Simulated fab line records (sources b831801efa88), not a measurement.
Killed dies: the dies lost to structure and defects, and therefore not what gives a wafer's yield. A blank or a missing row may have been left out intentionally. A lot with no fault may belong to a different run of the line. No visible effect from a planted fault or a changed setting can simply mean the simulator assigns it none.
Check of tool commonality -- flow sky130 -- 11 lots, 32 wafers sampled

REASON IT WAS OPENED
Of 11 lots, 2 have the reading SPACER_CVD_00_THK flagged at SKY_SPACER_THK_MEAS_01. Fault-free wafers read 43.0 nm, with a standard deviation of 0.41.
Rule: flag the lot when none of its wafers has a number, or when each of its wafers that has one lies beyond 4 standard deviations from that mean. As for the other lots, they are considered sound.

lot,measured,on,"SPACER_CVD_00_THK (nm), wafer by wafer",flag
L235,day 24 03:40,film-metro-03,43.2 43.2 43.1,
L236,day 24 13:02,film-metro-03,46.3 46.1 46.4,FLAGGED
L237,day 24 23:10,film-metro-04,46.2 46.8 46.4,FLAGGED
L244,day 27 09:56,film-metro-03,43.0 42.8 42.9,
L246,day 28 04:48,film-metro-04,42.7 42.5 42.8,
L248,day 28 15:09,film-metro-01,42.5 42.7 42.5,
L251,day 30 14:31,film-metro-03,43.7 43.4 43.1,
L252,day 30 15:44,film-metro-03,42.9 43.1 42.8,
L250,day 30 16:56,film-metro-03,42.6 43.1,
L253,day 30 16:56,film-metro-04,42.8 42.6 42.8,
L254,day 30 18:08,film-metro-03,43.6 43.5 43.1,
On average the flagged lots' numbers are 46.4 nm, which is +3.4 nm against the usual, or +8 standard deviations.

WHICH TOOL RAN EACH LOT
The record holds 1 process step before the reading, out of a route of 708 steps. Every cell lists first the tool, next ch and the chambers used by the sampled wafers, and last the start.
lot,flag,SKY_SPACER_CVD_00
L235,,"lpcvd-02 ch 1, day 24 02:26"
L236,FLAGGED,"lpcvd-02 ch 1, day 24 11:49"
L237,FLAGGED,"lpcvd-02 ch 1, day 24 21:57"
L244,,"lpcvd-02 ch 1, day 27 08:43"
L246,,"lpcvd-02 ch 0, day 28 03:34"
L248,,"lpcvd-02 ch 0, day 28 13:57"
L251,,"lpcvd-02 ch 0, day 30 13:19"
L252,,"lpcvd-02 ch 1, day 30 14:31"
L250,,"lpcvd-02 ch 0, day 30 15:43"
L253,,"lpcvd-02 ch 0, day 30 15:43"
L254,,"lpcvd-02 ch 0, day 30 16:55"
These steps, and what they do:
- SKY_SPACER_CVD_00: deposits Si3N4 from DCS/NH3, target thk 43.1 nm, time 740 s.
- SKY_SPACER_THK_MEAS_01

FLAGGED AGAINST TOTAL, ONE TOOL AT A TIME (gauges that did the reading follow at the end)
step,tool,lots run,flagged,share of the flagged lots,sound lots run after its first flagged lot
SKY_SPACER_CVD_00,lpcvd-02,11,2,all,"8 (L244,L246,L248,L251,L252,L250,L253,L254)"
SKY_SPACER_THK_MEAS_01,film-metro-01,1,0,none,-
SKY_SPACER_THK_MEAS_01,film-metro-03,7,1,some,"5 (L244,L251,L252,L250,L254)"
SKY_SPACER_THK_MEAS_01,film-metro-04,3,1,some,"2 (L246,L253)"

WHAT IS ALLOWED BY THE TABLE
All flagged lots share 1 row of the table, namely lpcvd-02 at SKY_SPACER_CVD_00.
- lpcvd-02 at SKY_SPACER_CVD_00 ran 11 lots, 2 of them flagged. After the first flagged lot (L244, L246, L248, L251, L252, L250, L253, L254), sound lots still ran on it; a lasting fault on the whole tool would not permit that.
Not one row of the table ran every flagged lot while running no sound lot after the first.

WHAT THE SIMULATOR PUT IN
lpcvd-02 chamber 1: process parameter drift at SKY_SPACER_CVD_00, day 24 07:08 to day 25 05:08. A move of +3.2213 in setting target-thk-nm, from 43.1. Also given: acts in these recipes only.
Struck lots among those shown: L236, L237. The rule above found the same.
